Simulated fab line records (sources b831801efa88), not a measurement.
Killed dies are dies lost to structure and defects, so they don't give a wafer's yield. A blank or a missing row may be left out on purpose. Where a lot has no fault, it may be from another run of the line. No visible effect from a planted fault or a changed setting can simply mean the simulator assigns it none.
fab line records -- flow gf180mcu
record lots=6, wafers=18, last-day=34
route steps=602 shown NWELL@44 LVPWELL@54 MVSD@66 MVPSD@78 VT_IMPLANT@100
lots untouched by any fault: they come from a run of this same line in which no faults occurred
start-h: hours from the record's first day to the start of the lot's first wafer shown -- wait-h: hours from the lot's prior step to this one -- " same as the row above -- L1.1+2: one row covering several wafers at once -- - no value, or no start was given -- * or withheld: withheld -- < > ~ a bound
route shown NAME@n: NAME is a module with steps in the file, n the number in the route of the first one -- usual: mean/standard deviation of fault-free wafers -- same: alike in all rows -- chamber/n: place in a boat -- sites: per-site readings -- _std_site: the values' standard deviation -- _edge_site: mean of outer sites minus mean of inner sites -- radius-mm: for every site, how far away it sits from the centre of the wafer -- mask NAME#n: copy n -- behind: the tool/chamber that last shaped the wafer -- hold: why the lot was held/for how many hours/how that ended -- device: transistor that didn't switch, given as n, p or np -- end of line: tests run on the same wafers once the route is complete -- a step given without rows: its recipe and nothing more -- killed: count of dies lost to structure and defects at first sort (not the wafer's yield) -- map: the dies of a wafer, with x for killed, . for not killed, _ for no die there
set.NAME: the setting the step ran with; set.NAME@STEP: the setting that earlier step ran with -- model.NAME: the simulator's own value behind a step, which no gauge read
certain route steps with their lots: each step a table, each wafer a row
services: from which hour (start-h, from the record's first day; less than 0 if before it) a tool's chamber was out of use, for how many hours, and why
## steps
# step GF_NWELL_COAT_02
# recipe spin-rpm=2000, resist-thk-nm=3000
# step GF_NWELL_SOFTBAKE_03
# recipe temp-c=110, time-s=withheld
# step GF_NWELL_EXPOSE_04
# recipe mask-id=Nwell, target-cd-nm=860, na=0.6, source-shape=conventional, sigma-outer=0.6, dose-mj=260
# step GF_NWELL_PEB_05
# recipe temp-c=115, time-s=withheld
# step GF_NWELL_DEVELOP_06
# recipe wall-angle-deg=90, develop-time-s=60, dev-temp-c=23
# step GF_NWELL_OVL_MEAS_07
# usual NWELL_OVL=-1.6/1.3
lot.wafer,tool,chamber,start-h,wait-h,NWELL_OVL[nm]
L137.1,overlay-01,-,87.76,-,-1.5
L137.2,overlay-01,-,87.76,-,-2.4
L137.4,overlay-01,-,87.76,-,-1.8
L148.1,overlay-02,-,149.93,-,-1.8
L148.2,overlay-02,-,149.93,-,-2.2
L148.3,overlay-02,-,149.93,-,-1.9
L149.4,overlay-02,-,153.53,-,-4.5
L149.5,overlay-02,-,153.53,-,-4.0
L149.6,overlay-02,-,153.53,-,-2.4
L150.1,overlay-02,-,158.55,-,-0.8
L150.3,overlay-02,-,158.55,-,0.4
L150.6,overlay-02,-,158.55,-,-0.9
L151.1,overlay-01,-,162.88,-,-1.6
L151.5,overlay-01,-,162.88,-,-3.1
L151.6,overlay-01,-,162.88,-,-1.6
L153.3,overlay-02,-,182.32,-,-2.5
L153.5,overlay-02,-,182.32,-,-2.4
L153.6,overlay-02,-,182.32,-,-1.0
# step GF_NWELL_IMPLANT_08
# recipe species=P, energy-kev=450, dose-cm2=1.5e+13, tilt-deg=0
# step GF_NWELL_IMPLANT_09
# recipe species=P, energy-kev=160, dose-cm2=4e+12, tilt-deg=0
# step GF_NWELL_STRIP_10
# recipe chemistry=O2/N2, power-w=1400, pressure-mtorr=1500, platen-temp-c=250, o2-flow-sccm=3000, n2-flow-sccm=300, overash-fraction=0.5
# usual drypump-motor-current-A=5.9/0.37, heater-power-w=331/28, oes-product-au=0.723/0.0044, strip-time-to-endpoint-s=36.95/0.091
lot.wafer,tool,chamber,start-h,wait-h,drypump-motor-current-A,heater-power-w,oes-product-au,rf-hours-counter-h,strip-time-to-endpoint-s
L137.1,plasma-asher-04,1,88.09,0.1,5.2,291,0.731,30,36.92
L137.2,plasma-asher-04,0,88.09,0.1,6.5,315,0.725,30,37.03
L137.4,plasma-asher-04,1,88.09,0.1,5.2,288,0.726,-,37.13
L148.1,plasma-asher-02,1,150.26,0.1,5.8,321,0.715,3,37.14
L148.2,plasma-asher-02,0,150.26,0.1,6.1,342,0.722,3,37.04
L148.3,plasma-asher-02,0,150.26,0.1,6.1,338,0.719,-,37.00
L149.4,plasma-asher-02,0,153.88,0.1,6.1,347,0.724,-,36.86
L149.5,plasma-asher-02,1,153.88,0.1,5.8,325,0.723,-,36.76
L149.6,plasma-asher-02,0,153.88,0.1,6.1,343,0.718,-,36.87
L150.1,plasma-asher-01,1,158.89,0.1,5.8,376,0.721,51,36.97
L150.3,plasma-asher-01,0,158.89,0.1,6.1,344,0.717,-,36.87
L150.6,plasma-asher-01,0,158.89,0.1,6.1,351,0.724,-,36.95
L151.1,plasma-asher-04,1,163.21,0.1,5.2,289,0.732,37,36.91
L151.5,plasma-asher-04,1,163.21,0.1,5.2,287,0.726,-,36.98
L151.6,plasma-asher-04,0,163.21,0.1,6.4,310,0.724,-,36.85
L153.3,plasma-asher-02,0,182.68,0.1,6.1,346,0.728,-,36.90
L153.5,plasma-asher-02,1,182.68,0.1,5.8,333,0.720,-,36.89
L153.6,plasma-asher-02,0,182.68,0.1,6.1,339,0.721,-,36.81
# step GF_NWELL_TW_MEAS_11
# usual NWELL_TW=1589/9.5
lot.wafer,tool,chamber,start-h,wait-h,NWELL_TW
L137.1,film-metro-04,-,88.22,0.1,1594
L137.2,film-metro-04,-,88.22,0.1,1599
L137.4,film-metro-04,-,88.22,0.1,1587
L148.1,film-metro-04,-,150.36,0.1,1597
L148.2,film-metro-04,-,150.36,0.1,1599
L148.3,film-metro-04,-,150.36,0.1,1600
L149.4,film-metro-03,-,153.98,0.1,1576
L149.5,film-metro-03,-,153.98,0.1,1587
L149.6,film-metro-03,-,153.98,0.1,1587
L150.1,film-metro-03,-,158.99,0.1,1596
L150.3,film-metro-03,-,158.99,0.1,1592
L150.6,film-metro-03,-,158.99,0.1,1592
L151.1,film-metro-04,-,163.42,0.2,1597
L151.5,film-metro-04,-,163.42,0.2,1596
L151.6,film-metro-04,-,163.42,0.2,1605
L153.3,film-metro-04,-,182.77,0.1,1604
L153.5,film-metro-04,-,182.77,0.1,1598
L153.6,film-metro-04,-,182.77,0.1,1596
# step GF_LVPWELL_DEHYDRATE_00
# recipe temp-c=200, time-s=60
# step GF_LVPWELL_HMDS_01
# recipe prime-time-s=60, prime-temp-c=120
# step GF_LVPWELL_COAT_02
# recipe spin-rpm=2000, resist-thk-nm=3000
# usual chill-plate-temp-C=23.00/0.11, dispense-pressure-kPa=50/5.6, spin-speed-rpm=2000.0/1.3
lot.wafer,tool,chamber,start-h,wait-h,chill-plate-temp-C,dispense-pressure-kPa,spin-speed-rpm
L137.1,litho-track-02,0,94.62,0.1,23.21,56,2003.2
L137.2,litho-track-02,0,94.62,0.1,23.00,56,2000.7
L137.4,litho-track-02,0,94.62,0.1,23.06,56,2000.7
L148.1,litho-track-03,-,157.71,0.1,-,-,-
L148.2,litho-track-03,-,157.71,0.1,-,-,-
L148.3,litho-track-03,-,157.71,0.1,-,-,-
L149.4,litho-track-03,-,161.79,0.1,-,-,-
L149.5,litho-track-03,-,161.79,0.1,-,-,-
L149.6,litho-track-03,-,161.79,0.1,-,-,-
L150.1,litho-track-03,0,166.71,0.1,23.04,52,2000.0
L150.3,litho-track-03,0,166.71,0.1,22.97,52,2004.4
L150.6,litho-track-03,0,166.71,0.1,22.90,52,2000.7
L151.1,litho-track-01,0,171.43,0.1,23.13,43,1999.7
L151.5,litho-track-01,0,171.43,0.1,23.16,43,1998.2
L151.6,litho-track-01,0,171.43,0.1,23.10,43,1998.2
L153.3,litho-track-02,0,190.97,0.1,22.88,56,1999.5
L153.5,litho-track-02,0,190.97,0.1,22.96,56,2001.0
L153.6,litho-track-02,0,190.97,0.1,23.00,56,2000.8
# step GF_LVPWELL_SOFTBAKE_03
# recipe temp-c=110, time-s=withheld
# step GF_LVPWELL_EXPOSE_04
# recipe mask-id=LVPWELL, target-cd-nm=600, na=0.6, source-shape=conventional, sigma-outer=0.6, dose-mj=260
# step GF_LVPWELL_PEB_05
# recipe temp-c=115, time-s=withheld
# step GF_LVPWELL_DEVELOP_06
# recipe wall-angle-deg=90, develop-time-s=60, dev-temp-c=23
# step GF_LVPWELL_OVL_MEAS_07
# usual LVPWELL_OVL=-0.4/1.3
lot.wafer,tool,chamber,start-h,wait-h,LVPWELL_OVL[nm]
L137.1,overlay-01,-,102.16,-,-2.2
L137.2,overlay-01,-,102.16,-,-0.4
L137.4,overlay-01,-,102.16,-,0.4
L148.1,overlay-01,-,166.41,-,-
L148.2,overlay-01,-,166.41,-,-
L148.3,overlay-01,-,166.41,-,-
L149.4,overlay-01,-,170.39,-,-
L149.5,overlay-01,-,170.39,-,-
L149.6,overlay-01,-,170.39,-,-
L150.1,overlay-01,-,174.76,-,0.8
L150.3,overlay-01,-,174.76,-,-0.4
L150.6,overlay-01,-,174.76,-,1.8
L151.1,overlay-01,-,179.53,-,-2.7
L151.5,overlay-01,-,179.53,-,-1.4
L151.6,overlay-01,-,179.53,-,-0.9
L153.3,overlay-02,-,199.68,-,-1.4
L153.5,overlay-02,-,199.68,-,-0.6
L153.6,overlay-02,-,199.68,-,-0.5
# step GF_LVPWELL_IMPLANT_08
# recipe species=B, energy-kev=170, dose-cm2=1.5e+13, tilt-deg=0
# step GF_LVPWELL_IMPLANT_09
# recipe species=B, energy-kev=60, dose-cm2=5e+12, tilt-deg=0
# step GF_LVPWELL_STRIP_10
# recipe chemistry=O2/N2, power-w=1400, pressure-mtorr=1500, platen-temp-c=250, o2-flow-sccm=3000, n2-flow-sccm=300, overash-fraction=0.5
# usual drypump-motor-current-A=6.0/0.4, heater-power-w=339/36, oes-product-au=0.722/0.0044, strip-time-to-endpoint-s=36.91/0.11
lot.wafer,tool,chamber,start-h,wait-h,drypump-motor-current-A,heater-power-w,oes-product-au,rf-hours-counter-h,strip-time-to-endpoint-s
L137.1,plasma-asher-03,0,102.50,0.1,6.3,326,0.726,43,37.06
L137.2,plasma-asher-03,1,102.50,0.1,6.1,379,0.727,43,37.08
L137.4,plasma-asher-03,1,102.50,0.1,6.2,376,0.720,-,37.09
L148.1,plasma-asher-04,0,166.75,0.1,6.4,302,-,38,-
L148.2,plasma-asher-04,1,166.75,0.1,5.3,291,-,38,-
L148.3,plasma-asher-04,0,166.75,0.1,6.4,303,-,-,-
L149.4,plasma-asher-04,0,170.75,0.1,6.4,314,-,-,-
L149.5,plasma-asher-04,1,170.75,0.1,5.3,288,-,-,-
L149.6,plasma-asher-04,0,170.75,0.1,6.5,307,-,-,-
L150.1,plasma-asher-01,1,175.10,0.1,5.8,381,0.721,53,36.70
L150.3,plasma-asher-01,1,175.10,0.1,5.8,376,0.722,-,36.74
L150.6,plasma-asher-01,0,175.10,0.1,6.1,356,0.718,-,36.76
L151.1,plasma-asher-01,1,179.86,0.1,5.8,381,0.723,53,36.81
L151.5,plasma-asher-01,1,179.86,0.1,5.8,385,0.724,-,36.78
L151.6,plasma-asher-01,0,179.86,0.1,6.1,341,0.717,-,36.84
L153.3,plasma-asher-01,1,200.04,0.1,5.8,372,0.725,-,36.97
L153.5,plasma-asher-01,1,200.04,0.1,5.8,387,0.717,-,36.87
L153.6,plasma-asher-01,0,200.04,0.1,6.1,352,0.712,-,36.89
# step GF_LVPWELL_TW_MEAS_11
# usual LVPWELL_TW=565.8/2.5
lot.wafer,tool,chamber,start-h,wait-h,LVPWELL_TW
L137.1,film-metro-04,-,102.60,0.1,564.4
L137.2,film-metro-04,-,102.60,0.1,566.0
L137.4,film-metro-04,-,102.60,0.1,565.5
L148.1,film-metro-04,-,166.85,0.1,568.0
L148.2,film-metro-04,-,166.85,0.1,568.3
L148.3,film-metro-04,-,166.85,0.1,570.0
L149.4,film-metro-04,-,170.84,0.1,568.5
L149.5,film-metro-04,-,170.84,0.1,568.7
L149.6,film-metro-04,-,170.84,0.1,566.9
L150.1,film-metro-03,-,175.20,0.1,566.4
L150.3,film-metro-03,-,175.20,0.1,566.4
L150.6,film-metro-03,-,175.20,0.1,567.8
L151.1,film-metro-03,-,179.96,0.1,565.4
L151.5,film-metro-03,-,179.96,0.1,567.2
L151.6,film-metro-03,-,179.96,0.1,564.6
L153.3,film-metro-04,-,200.13,0.1,564.4
L153.5,film-metro-04,-,200.13,0.1,567.7
L153.6,film-metro-04,-,200.13,0.1,566.4
# step GF_MVSD_DEHYDRATE_00
# recipe temp-c=200, time-s=60
# step GF_MVSD_HMDS_01
# recipe prime-time-s=60, prime-temp-c=120
# step GF_MVSD_COAT_02
# recipe spin-rpm=2000, resist-thk-nm=3000
# step GF_MVSD_SOFTBAKE_03
# recipe temp-c=110, time-s=withheld
# step GF_MVSD_EXPOSE_04
# recipe mask-id=MVSD, target-cd-nm=1000, na=0.6, source-shape=conventional, sigma-outer=0.6, dose-mj=260
# step GF_MVSD_PEB_05
# recipe temp-c=115, time-s=withheld
# step GF_MVSD_DEVELOP_06
# recipe wall-angle-deg=90, develop-time-s=60, dev-temp-c=23
# step GF_MVSD_OVL_MEAS_07
# usual MVSD_OVL=-0.1/1.8
lot.wafer,tool,chamber,start-h,wait-h,MVSD_OVL[nm]
L137.1,overlay-01,-,116.77,-,1.9
L137.2,overlay-01,-,116.77,-,1.5
L137.4,overlay-01,-,116.77,-,0.9
L148.1,overlay-02,-,183.27,-,-0.5
L148.2,overlay-02,-,183.27,-,-1.1
L148.3,overlay-02,-,183.27,-,1.2
L149.4,overlay-01,-,186.94,-,2.3
L149.5,overlay-01,-,186.94,-,2.7
L149.6,overlay-01,-,186.94,-,0.8
L150.1,overlay-01,-,192.57,-,-2.8
L150.3,overlay-01,-,192.57,-,-1.1
L150.6,overlay-01,-,192.57,-,-1.8
L151.1,overlay-02,-,196.67,-,-2.6
L151.5,overlay-02,-,196.67,-,-2.2
L151.6,overlay-02,-,196.67,-,-2.4
L153.3,overlay-02,-,218.23,-,-0.1
L153.5,overlay-02,-,218.23,-,1.1
L153.6,overlay-02,-,218.23,-,0.2
# step GF_MVSD_IMPLANT_08
# recipe species=P, energy-kev=400, dose-cm2=1.6e+13, tilt-deg=0
# step GF_MVSD_IMPLANT_09
# recipe species=P, energy-kev=100, dose-cm2=5e+12, tilt-deg=0
# step GF_MVSD_STRIP_10
# recipe chemistry=O2/N2, power-w=1400, pressure-mtorr=1500, platen-temp-c=250, o2-flow-sccm=3000, n2-flow-sccm=300, overash-fraction=0.5
# usual drypump-motor-current-A=6.03/0.2, heater-power-w=356/24, oes-product-au=0.722/0.0046, strip-time-to-endpoint-s=36.92/0.094
lot.wafer,tool,chamber,start-h,wait-h,drypump-motor-current-A,heater-power-w,oes-product-au,rf-hours-counter-h,strip-time-to-endpoint-s
L137.1,plasma-asher-01,0,117.11,0.1,6.12,358,0.727,47,36.96
L137.2,plasma-asher-01,1,117.11,0.1,5.78,377,0.726,47,36.88
L137.4,plasma-asher-01,0,117.11,0.1,6.14,356,0.727,-,36.93
L148.1,plasma-asher-01,0,183.61,0.1,6.11,344,0.718,54,36.85
L148.2,plasma-asher-01,1,183.61,0.1,5.76,387,0.717,54,36.82
L148.3,plasma-asher-01,0,183.61,0.1,6.14,348,0.722,-,36.77
L149.4,plasma-asher-03,0,187.29,0.1,6.32,324,0.720,-,36.96
L149.5,plasma-asher-03,1,187.29,0.1,6.09,381,0.723,-,36.78
L149.6,plasma-asher-03,0,187.29,0.1,6.33,319,0.727,-,36.78
L150.1,plasma-asher-03,0,192.91,0.1,6.33,330,0.728,52,36.82
L150.3,plasma-asher-03,1,192.91,0.1,6.20,387,0.724,-,36.88
L150.6,plasma-asher-03,1,192.91,0.1,6.18,388,0.724,-,36.81
L151.1,plasma-asher-01,0,197.01,0.1,6.11,348,0.730,55,36.88
L151.5,plasma-asher-01,1,197.01,0.1,5.77,376,0.717,-,36.88
L151.6,plasma-asher-01,0,197.01,0.1,6.11,357,0.723,-,36.86
L153.3,plasma-asher-03,1,218.59,0.1,6.19,380,0.715,-,36.76
L153.5,plasma-asher-03,0,218.59,0.1,6.33,324,0.725,-,36.93
L153.6,plasma-asher-03,1,218.59,0.1,6.16,391,0.718,-,36.83
# step GF_MVSD_TW_MEAS_11
# usual MVSD_TW=1599/7.4
lot.wafer,tool,chamber,start-h,wait-h,MVSD_TW
L137.1,film-metro-04,-,117.21,0.1,1594
L137.2,film-metro-04,-,117.21,0.1,1593
L137.4,film-metro-04,-,117.21,0.1,1592
L148.1,film-metro-04,-,183.71,0.1,1623
L148.2,film-metro-04,-,183.71,0.1,1626
L148.3,film-metro-04,-,183.71,0.1,1623
L149.4,film-metro-03,-,187.39,0.1,1613
L149.5,film-metro-03,-,187.39,0.1,1621
L149.6,film-metro-03,-,187.39,0.1,1616
L150.1,film-metro-04,-,193.01,0.1,1613
L150.3,film-metro-04,-,193.01,0.1,1609
L150.6,film-metro-04,-,193.01,0.1,1615
L151.1,film-metro-03,-,197.11,0.1,1598
L151.5,film-metro-03,-,197.11,0.1,1603
L151.6,film-metro-03,-,197.11,0.1,1588
L153.3,film-metro-03,-,218.68,0.1,1598
L153.5,film-metro-03,-,218.68,0.1,1592
L153.6,film-metro-03,-,218.68,0.1,1605
# step GF_MVPSD_DEHYDRATE_00
# recipe temp-c=200, time-s=60
# step GF_MVPSD_HMDS_01
# recipe prime-time-s=60, prime-temp-c=120
# step GF_MVPSD_COAT_02
# recipe spin-rpm=2000, resist-thk-nm=3000
# step GF_MVPSD_SOFTBAKE_03
# recipe temp-c=110, time-s=withheld
# step GF_MVPSD_EXPOSE_04
# recipe mask-id=MVPSD, target-cd-nm=1000, na=0.6, source-shape=conventional, sigma-outer=0.6, dose-mj=260
# step GF_MVPSD_PEB_05
# recipe temp-c=115, time-s=withheld
# step GF_MVPSD_DEVELOP_06
# recipe wall-angle-deg=90, develop-time-s=60, dev-temp-c=23
# step GF_MVPSD_OVL_MEAS_07
# usual MVPSD_OVL=-0.7/1.5
lot.wafer,tool,chamber,start-h,wait-h,MVPSD_OVL[nm]
L137.1,overlay-01,-,131.87,-,-1.0
L137.2,overlay-01,-,131.87,-,-0.1
L137.4,overlay-01,-,131.87,-,-1.6
L148.1,overlay-01,-,200.56,-,0.1
L148.2,overlay-01,-,200.56,-,-0.9
L148.3,overlay-01,-,200.56,-,-0.7
L149.4,overlay-02,-,204.17,-,-1.3
L149.5,overlay-02,-,204.17,-,-2.8
L149.6,overlay-02,-,204.17,-,-1.4
L150.1,overlay-01,-,210.31,-,-0.2
L150.3,overlay-01,-,210.31,-,0.2
L150.6,overlay-01,-,210.31,-,-0.1
L151.1,overlay-01,-,214.70,-,1.4
L151.5,overlay-01,-,214.70,-,0.7
L151.6,overlay-01,-,214.70,-,0.7
L153.3,overlay-01,-,236.47,-,2.0
L153.5,overlay-01,-,236.47,-,0.9
L153.6,overlay-01,-,236.47,-,1.6
# step GF_MVPSD_TW_MEAS_11
# usual MVPSD_TW=559.5/2.9
lot.wafer,tool,chamber,start-h,wait-h,MVPSD_TW
L137.1,film-metro-03,-,132.31,0.1,552.0
L137.2,film-metro-03,-,132.31,0.1,552.7
L137.4,film-metro-03,-,132.31,0.1,555.1
L148.1,film-metro-03,-,201.04,0.1,700.4
L148.2,film-metro-03,-,201.04,0.1,699.9
L148.3,film-metro-03,-,201.04,0.1,696.1
L149.4,film-metro-04,-,204.62,0.1,701.5
L149.5,film-metro-04,-,204.62,0.1,703.2
L149.6,film-metro-04,-,204.62,0.1,701.0
L150.1,film-metro-03,-,210.75,0.1,559.4
L150.3,film-metro-03,-,210.75,0.1,559.6
L150.6,film-metro-03,-,210.75,0.1,560.9
L151.1,film-metro-04,-,215.14,0.1,560.8
L151.5,film-metro-04,-,215.14,0.1,558.6
L151.6,film-metro-04,-,215.14,0.1,561.5
L153.3,film-metro-03,-,236.91,0.1,560.0
L153.5,film-metro-03,-,236.91,0.1,556.5
L153.6,film-metro-03,-,236.91,0.1,559.0
# step GF_VT_IMPLANT_TW_MEAS_10
# usual VT_IMPLANT_TW=567/4.1
lot.wafer,tool,chamber,start-h,wait-h,VT_IMPLANT_TW
L137.1,film-metro-01,-,147.75,0.1,563
L137.2,film-metro-01,-,147.75,0.1,567
L137.4,film-metro-01,-,147.75,0.1,563
L148.1,film-metro-01,-,219.00,0.1,702
L148.2,film-metro-01,-,219.00,0.1,701
L148.3,film-metro-01,-,219.00,0.1,703
L149.4,film-metro-01,-,222.18,0.1,705
L149.5,film-metro-01,-,222.18,0.1,701
L149.6,film-metro-01,-,222.18,0.1,703
L150.1,film-metro-01,-,228.55,0.1,567
L150.3,film-metro-01,-,228.55,0.1,567
L150.6,film-metro-01,-,228.55,0.1,563
L151.1,film-metro-04,-,233.04,0.1,575
L151.5,film-metro-04,-,233.04,0.1,573
L151.6,film-metro-04,-,233.04,0.1,573
L153.3,film-metro-04,-,254.26,0.1,573
L153.5,film-metro-04,-,254.26,0.1,571
L153.6,film-metro-04,-,254.26,0.1,570
# step GF_VT_IMPLANT_TW_MEAS_21
# usual VT_IMPLANT_2_TW=1224/11
lot.wafer,tool,chamber,start-h,wait-h,VT_IMPLANT_2_TW
L137.1,film-metro-04,-,162.59,0.1,1229
L137.2,film-metro-04,-,162.59,0.1,1241
L137.4,film-metro-04,-,162.59,0.1,1228
L148.1,film-metro-04,-,236.86,0.1,1273
L148.2,film-metro-04,-,236.86,0.1,1274
L148.3,film-metro-04,-,236.86,0.1,1268
L149.4,film-metro-04,-,240.29,0.1,1263
L149.5,film-metro-04,-,240.29,0.1,1264
L149.6,film-metro-04,-,240.29,0.1,1273
L150.1,film-metro-04,-,246.75,0.1,1231
L150.3,film-metro-04,-,246.75,0.1,1235
L150.6,film-metro-04,-,246.75,0.1,1230
L151.1,film-metro-01,-,250.91,0.1,1219
L151.5,film-metro-01,-,250.91,0.1,1216
L151.6,film-metro-01,-,250.91,0.1,1214
L153.3,film-metro-01,-,273.63,0.1,1223
L153.5,film-metro-01,-,273.63,0.1,1228
L153.6,film-metro-01,-,273.63,0.1,1221
# step GF_VT_IMPLANT_TW_MEAS_32
# usual VT_IMPLANT_3_TW=270.2/1.9
lot.wafer,tool,chamber,start-h,wait-h,VT_IMPLANT_3_TW
L137.1,film-metro-01,-,178.99,0.1,269.7
L137.2,film-metro-01,-,178.99,0.1,270.0
L137.4,film-metro-01,-,178.99,0.1,269.3
L148.1,film-metro-04,-,254.09,0.1,581.1
L148.2,film-metro-04,-,254.09,0.1,583.5
L148.3,film-metro-04,-,254.09,0.1,582.1
L149.4,film-metro-04,-,257.42,0.1,587.2
L149.5,film-metro-04,-,257.42,0.1,584.0
L149.6,film-metro-04,-,257.42,0.1,581.6
L150.1,film-metro-01,-,264.59,0.1,269.1
L150.3,film-metro-01,-,264.59,0.1,269.9
L150.6,film-metro-01,-,264.59,0.1,269.9
L151.1,film-metro-04,-,269.61,0.1,271.7
L151.5,film-metro-04,-,269.61,0.1,271.6
L151.6,film-metro-04,-,269.61,0.1,269.6
L153.3,film-metro-04,-,293.06,0.1,268.6
L153.5,film-metro-04,-,293.06,0.1,272.1
L153.6,film-metro-04,-,293.06,0.1,269.4
# step GF_VT_IMPLANT_TW_MEAS_43
# usual VT_IMPLANT_4_TW=694/6.1
lot.wafer,tool,chamber,start-h,wait-h,VT_IMPLANT_4_TW
L137.1,film-metro-04,-,195.09,0.1,699
L137.2,film-metro-04,-,195.09,0.1,700
L137.4,film-metro-04,-,195.09,0.1,701
L148.1,film-metro-01,-,273.31,0.1,791
L148.2,film-metro-01,-,273.31,0.1,790
L148.3,film-metro-01,-,273.31,0.1,790
L149.4,film-metro-02,-,276.74,0.1,777
L149.5,film-metro-02,-,276.74,0.1,778
L149.6,film-metro-02,-,276.74,0.1,778
L150.1,film-metro-04,-,283.21,0.1,701
L150.3,film-metro-04,-,283.21,0.1,702
L150.6,film-metro-04,-,283.21,0.1,701
L151.1,film-metro-01,-,288.84,0.1,687
L151.5,film-metro-01,-,288.84,0.1,688
L151.6,film-metro-01,-,288.84,0.1,694
L153.3,film-metro-02,-,313.41,0.1,689
L153.5,film-metro-02,-,313.41,0.1,693
L153.6,film-metro-02,-,313.41,0.1,688
## services
tool,chamber,start-h,hours,kind
plasma-asher-03,-,64.76,1.3,repair
plasma-asher-02,-,76.49,0.4,repair
plasma-asher-02,-,90.60,2.8,repair
plasma-asher-02,-,108.75,9.0,pm
plasma-asher-02,0,108.75,9.0,vent-cycle
plasma-asher-02,1,108.75,9.0,vent-cycle
plasma-asher-04,-,110.64,5.7,repair
plasma-asher-02,0,117.75,-,clean
plasma-asher-02,1,117.75,-,clean
plasma-asher-03,-,154.53,3.4,repair
## key
first-sign step=GF_LVPWELL_COAT_02, reading=tool-record, direction=missing
effect step=GF_LVPWELL_OVL_MEAS_07, reading=LVPWELL_OVL, direction=missing
effect step=GF_MVSD_TW_MEAS_11, reading=MVSD_TW, direction=up, sigmas=2.9, usual=1599, struck=1621
effect step=GF_MVPSD_TW_MEAS_11, reading=MVPSD_TW, direction=up, sigmas=49, usual=559.5, struck=700.4
effect step=GF_VT_IMPLANT_TW_MEAS_10, reading=VT_IMPLANT_TW, direction=up, sigmas=33, usual=567, struck=702
effect step=GF_VT_IMPLANT_TW_MEAS_21, reading=VT_IMPLANT_2_TW, direction=up, sigmas=4, usual=1224, struck=1269
effect step=GF_VT_IMPLANT_TW_MEAS_32, reading=VT_IMPLANT_3_TW, direction=up, sigmas=99+, usual=270.2, struck=583.3
effect step=GF_VT_IMPLANT_TW_MEAS_43, reading=VT_IMPLANT_4_TW, direction=up, sigmas=15, usual=694, struck=784
met-at GF_LVPWELL_COAT_02
struck-wafers L148.1,L148.2,L148.3,L149.4,L149.5,L149.6
sort-left-out L148.1,L148.2,L148.3,L149.4,L149.5,L149.6
tester-left-out L148,L149
fault kind=skipped-step-whole, tool=litho-track-03, chamber=-, onset-h=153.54, steps=GF_LVPWELL_COAT_02, scope=struck-lots-only
# tester-left-out: of these lots the tester's yield and bins aren't shown, on N5 and GAA mostly nor the transistor test; their killed dies are dies lost to structure and defects alone, not to doping, threshold or leakage, so they don't give the yield
# sort-left-out: the simulated sort isn't trusted on such a fault, so these wafers' sort isn't shown, and their yield isn't known
